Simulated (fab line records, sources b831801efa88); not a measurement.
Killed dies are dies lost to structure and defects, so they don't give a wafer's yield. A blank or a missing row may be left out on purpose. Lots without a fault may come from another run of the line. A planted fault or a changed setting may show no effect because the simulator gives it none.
A struck lot beside a sound one | flow sky130 | 42 steps out of a route of 708
Sound: wafers L281.4, L281.5, L281.6. Struck: wafers L296.2, L296.4, L296.5. The cause comes at the end.
At each step with rows: each side's tool, then ch and its chambers, then its first start. Under that, the readings that differ: sound wafers | struck wafers | difference of the means | sigmas: that difference in standard deviations of wafers without a fault.
alike: readings whose means differ by less than 2 such deviations, and words and numbers that are the same on both sides. not compared: withheld readings, readings that some wafer has no value for, bounds like >300 that may hide the same value, and numbers for which the record gives no deviation and whose values overlap.
The two part at a step that has a row with sigmas, a row that says differs or no value, or rows on one side only. Numbers that don't overlap but have no deviation are shown without sigmas and don't part them. A reading that every wafer of one side lacks parts them only if that side has two wafers or more.

first, 1 step without rows for these wafers: SKY_VIA2_CMP_02 (polishes SiO2).
SKY_VIA2_BOW_MEAS_03:
  sound on film_metro-04, day 36 05:31; struck on film_metro-02, day 40 19:28
  alike: VIA2_BOW
then, 8 steps without rows for these wafers: SKY_VIA2_DEHYDRATE_04 (time 60 s); SKY_VIA2_HMDS_05 (prime time 60 s); SKY_VIA2_COAT_06 (resist thk 60 nm); SKY_VIA2_COAT_07 (resist thk 450 nm); SKY_VIA2_SOFTBAKE_08 (time 90 s); SKY_VIA2_EXPOSE_09 (exposes mask VIM2, target cd 200 nm); SKY_VIA2_PEB_10; SKY_VIA2_DEVELOP_11 (develop time 60 s).
SKY_VIA2_CD_MEAS_12: target cd 200 nm.
  sound on cd_sem-01, day 37 07:48; struck on cd_sem-02, day 41 19:00
  alike: cd_nm
SKY_VIA2_OVL_MEAS_13:
  sound on overlay-01, day 37 07:53; struck on overlay-02, day 41 19:06
  alike: VIA2_OVL
SKY_VIA2_ETCH_14: etches BARC in N2/H2, stops on SiO2, time 45.9 s, target depth 60 nm.
  sound on rie_diel-01 ch 1,2, day 37 07:53; struck on rie_diel-02 ch 0,2,3, day 41 19:08
  reading                                     | sound           | struck            | difference | sigmas
  model.KrF-thick_of_VIA2_COAT_07.thk_nm (nm) | 391.1 391.5 392 | 400.2 402.9 399.5 | +9.3       |
  alike: drypump_motor_current_A, oes_product_au, throttle_valve_pct
  not compared: rf_hours_counter_h
SKY_VIA2_ETCH_15: etches SiO2 in C4F8/O2/Ar, stops on TiN, target depth 546 nm, time 84 s.
  sound on rie_diel-01 ch 1,2, day 37 07:56; struck on rie_diel-02 ch 0,2,3, day 41 19:10
  reading                                     | sound             | struck            | difference | sigmas
  oes_product_au (a.u.)                       | 0.934 0.943 0.932 | 0.943 0.850 0.940 | -0.025     | -5
  model.KrF-thick_of_VIA2_COAT_07.thk_nm (nm) | 281.8 280.8 282.5 | 288.9 295.2 285.4 | +8.1       |
  not compared: rf_hours_counter_h
SKY_VIA2_STRIP_16: strips in O2/N2.
  sound on plasma_asher-01 ch 0,1, day 37 08:02; struck on plasma_asher-01 ch 0,1, day 41 19:14
  reading                      | sound          | struck         | difference | sigmas
  strip_time_to_endpoint_s (s) | 4.01 4.02 4.05 | 4.11 4.19 4.07 | +0.10      | +3
  alike: drypump_motor_current_A, oes_product_au
  not compared: rf_hours_counter_h
then, 3 steps without rows for these wafers: SKY_VIA2_STRIP_17 (strips in post etch residue remover, time 1200 s); SKY_VIA2_CLEAN_18 (cleans in IPA, time 180 s); SKY_VIA2_CLEAN_19 (cleans in O3/DIW).
SKY_VIA2_SPUTTER_20: material TiN, target thk 20 nm, time 80 s.
  sound on pvd_sputter-02, day 37 08:41; struck on pvd_sputter-03, day 41 19:50
  alike: throttle_valve_pct
then, 1 step without rows for these wafers: SKY_VIA2_CVD_21 (deposits W, target thk 420 nm, time 126.4 s).
SKY_VIA2_RS_MEAS_22: measures by four-point-probe.
  sound on film_metro-02, day 37 08:57; struck on film_metro-02, day 41 20:02
  alike: VIA2_W_RS
SKY_VIA2_THK_MEAS_23: measures by xrf.
  sound on film_metro-02, day 37 09:02; struck on film_metro-02, day 41 20:09
  alike: VIA2_W_THK
then, 1 step without rows for these wafers: SKY_VIA2_CMP_24 (polishes, stops on SiO2, t overpolish 20 s, target thk 0 nm).
SKY_METAL3_SPUTTER_00: material Ti, target thk 15 nm, time 10 s.
  sound on pvd_sputter-03, day 37 09:22; struck on pvd_sputter-02, day 41 20:30
  alike: throttle_valve_pct
then, 5 steps without rows for these wafers: SKY_METAL3_SPUTTER_01 (material TiN, target thk 20 nm, time 16.7 s); SKY_METAL3_SPUTTER_02 (material AlCu, target thk 735 nm, time 39.1 s); SKY_METAL3_SPUTTER_03 (material Ti, target thk 5 nm, time 3.3 s); SKY_METAL3_SPUTTER_04 (material TiN, target thk 70 nm, time 58.3 s); SKY_CAPM_CVD_00 (deposits SiO2, target thk 15.5 nm).
SKY_CAPM_THK_MEAS_01:
  sound on film_metro-02, day 37 09:35; struck on film_metro-04, day 41 20:41
  alike: CAPM_CVD_00_THK
SKY_CAPM_SPUTTER_02: material TiN, target thk 200 nm, time 166.7 s.
  sound on pvd_sputter-01, day 37 09:37; struck on pvd_sputter-04, day 41 20:44
  alike: throttle_valve_pct
SKY_CAPM_RS_MEAS_03: measures by four-point-probe.
  sound on film_metro-03, day 37 09:47; struck on film_metro-02, day 41 20:52
  alike: CAPM_TIN_RS
SKY_CAPM_THK_MEAS_04: measures by xrf.
  sound on film_metro-03, day 37 09:52; struck on film_metro-02, day 41 20:59
  alike: CAPM_TIN_THK
then, 7 steps without rows for these wafers: SKY_CAPM_DEHYDRATE_05 (time 60 s); SKY_CAPM_HMDS_06 (prime time 60 s); SKY_CAPM_COAT_07 (resist thk 1140 nm); SKY_CAPM_SOFTBAKE_08 (time 60 s); SKY_CAPM_EXPOSE_09 (exposes mask CAPM, target cd 1000 nm); SKY_CAPM_PEB_10; SKY_CAPM_DEVELOP_11 (develop time 60 s).
SKY_CAPM_OVL_MEAS_12:
  sound on overlay-02, day 38 10:52; struck on overlay-01, day 42 20:35
  alike: CAPM_OVL
SKY_CAPM_METAL_ETCH_13: etches TiN in Cl2/BCl3, stops on SiO2, target depth 220 nm, time 62.9 s.
  sound on rie_metal-04 ch 0,1, day 38 10:55; struck on rie_metal-01 ch 0,1, day 42 20:37
  alike: drypump_motor_current_A, oes_product_au, throttle_valve_pct
  not compared: rf_hours_counter_h

WHERE THEY PART
First at SKY_VIA2_ETCH_15; last, within this record, at SKY_VIA2_STRIP_16. Later steps at which nothing parts them and some readings are alike: SKY_VIA2_SPUTTER_20, SKY_VIA2_RS_MEAS_22, SKY_VIA2_THK_MEAS_23, SKY_METAL3_SPUTTER_00, SKY_CAPM_THK_MEAS_01, SKY_CAPM_SPUTTER_02, SKY_CAPM_RS_MEAS_03, SKY_CAPM_THK_MEAS_04, SKY_CAPM_OVL_MEAS_12, SKY_CAPM_METAL_ETCH_13.

WHY: what the simulator had put in
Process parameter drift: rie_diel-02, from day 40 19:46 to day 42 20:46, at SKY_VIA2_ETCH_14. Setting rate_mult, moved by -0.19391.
